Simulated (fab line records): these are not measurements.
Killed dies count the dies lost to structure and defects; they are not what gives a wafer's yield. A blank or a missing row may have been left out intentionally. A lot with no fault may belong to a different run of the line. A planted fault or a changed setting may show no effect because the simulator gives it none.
A struck lot beside a sound one | flow gf180mcu | 17 steps out of a route of 602
Sound: the wafers L457.2, L457.3, L457.4. The struck wafers were L455.1, L455.4, L455.6. The cause is given at the end.
For every step that has rows: the tool of each side, followed by ch and its chambers, followed by its first start. Under that, the readings that differ: sound wafers | struck wafers | difference of the means | sigmas: that difference in standard deviations of wafers without a fault.
alike: readings whose means differ by less than 2 such deviations, and words and numbers that are the same on both sides. not compared: withheld readings, readings that some wafer has no value for, bounds like >300 that may hide the same value, and numbers for which the record gives no deviation and whose values overlap.
The two part at a step that has a row with sigmas, a row that says differs or no value, or rows on one side only. Numbers that don't overlap but have no deviation are shown without sigmas and don't part them. A reading missing from all wafers of one side parts the sides only when that side holds two or more wafers.

first, 2 steps without rows for these wafers: GF_CONTACT_PEB_12 (peb time 90 s); GF_CONTACT_DEVELOP_13 (develop time 60 s).
GF_CONTACT_CD_MEAS_14 targets a cd of 220 nm.
  struck on cdSem-01, day 20 03:56; sound on cdSem-01, day 20 15:33
  alike: cdNm
GF_CONTACT_OVL_MEAS_15:
  struck on overlay-02, day 20 04:05; sound on overlay-02, day 20 15:40
  alike: CONTACT_OVL
GF_CONTACT_ETCH_16: etches BARC in N2/H2.
  sound on rieDiel-01 ch 1,2,3, day 20 15:41; struck on rieDiel-04 ch 0,1,2, day 20 04:07
  alike: drypumpMotorCurrentA, oesProductAu, throttleValvePct
GF_CONTACT_ETCH_17: etches SiO2 in C4F8/O2/Ar, stops on CoSi2, target depth 860 nm.
  sound on rieDiel-01 ch 1,2,3; struck on rieDiel-04 ch 0,1,2
  alike: oesProductAu
GF_CONTACT_STRIP_18: strips in O2/N2.
  sound on plasmaAsher-04 ch 0,1, day 20 15:51; struck on plasmaAsher-02 ch 0,1, day 20 04:17
  alike: drypumpMotorCurrentA, heaterPowerW, oesProductAu
  not compared: rfHoursCounterH
then, 3 steps without rows for these wafers: GF_CONTACT_CLEAN_19 (cleans in SPM); GF_CONTACT_CLEAN_20 (cleans in DIW); GF_CONTACT_CLEAN_21 (cleans in dHF, time 20 s).
GF_CONTACT_SPUTTER_22: material Ti, target thk 15 nm, time 80.02 s.
  struck on pvdSputter-03, day 20 04:35; sound on pvdSputter-01, day 20 16:10
  alike: cathodeDcPowerW, substrateTempC, throttleValvePct
GF_CONTACT_SPUTTER_23: material TiN, target thk 10 nm, time 40 s.
  struck on pvdSputter-03, day 20 04:39; sound on pvdSputter-01, day 20 16:14
  alike: cathodeDcPowerW, throttleValvePct
GF_CONTACT_CVD_24: deposits W, target thk 300 nm, time 90.339 s.
  sound on cvdW-02 ch 0,1, day 20 16:16; struck on cvdW-01 ch 0,1, day 20 04:41
reading                              | sound             | struck            | difference | sigmas
model.W_of_CONTACT_CVD_24.thkNm (nm) | 307.6 297.1 311.1 | 324.1 317.7 320.3 | +15.4      | 
  alike: heaterPowerOuterW, heaterPowerW
GF_CONTACT_RS_MEAS_25: measures by four-point-probe.
  struck on filmMetro-01, day 20 04:47; sound on filmMetro-01, day 20 16:23
reading               | sound             | struck            | difference | sigmas
CONTACT_W_RS (ohm/sq) | 0.373 0.386 0.369 | 0.354 0.361 0.357 | -0.019     | -3
GF_CONTACT_THK_MEAS_26: measures by xrf.
  struck on filmMetro-01, day 20 04:55; sound on filmMetro-01, day 20 16:30
reading            | sound       | struck      | difference | sigmas
CONTACT_W_THK (nm) | 318 307 323 | 338 331 333 | +18        | +3
then, 2 steps without rows for these wafers: GF_CONTACT_CMP_27 (polishes, stops on SiO2, t overpolish 15 s, target thk 0 nm); GF_PASSIVATION_PROBE_99.

WHERE THEY PART
Earliest at GF_CONTACT_RS_MEAS_25; latest, in this record, at GF_CONTACT_THK_MEAS_26.

WHY: what had been put in by the simulator
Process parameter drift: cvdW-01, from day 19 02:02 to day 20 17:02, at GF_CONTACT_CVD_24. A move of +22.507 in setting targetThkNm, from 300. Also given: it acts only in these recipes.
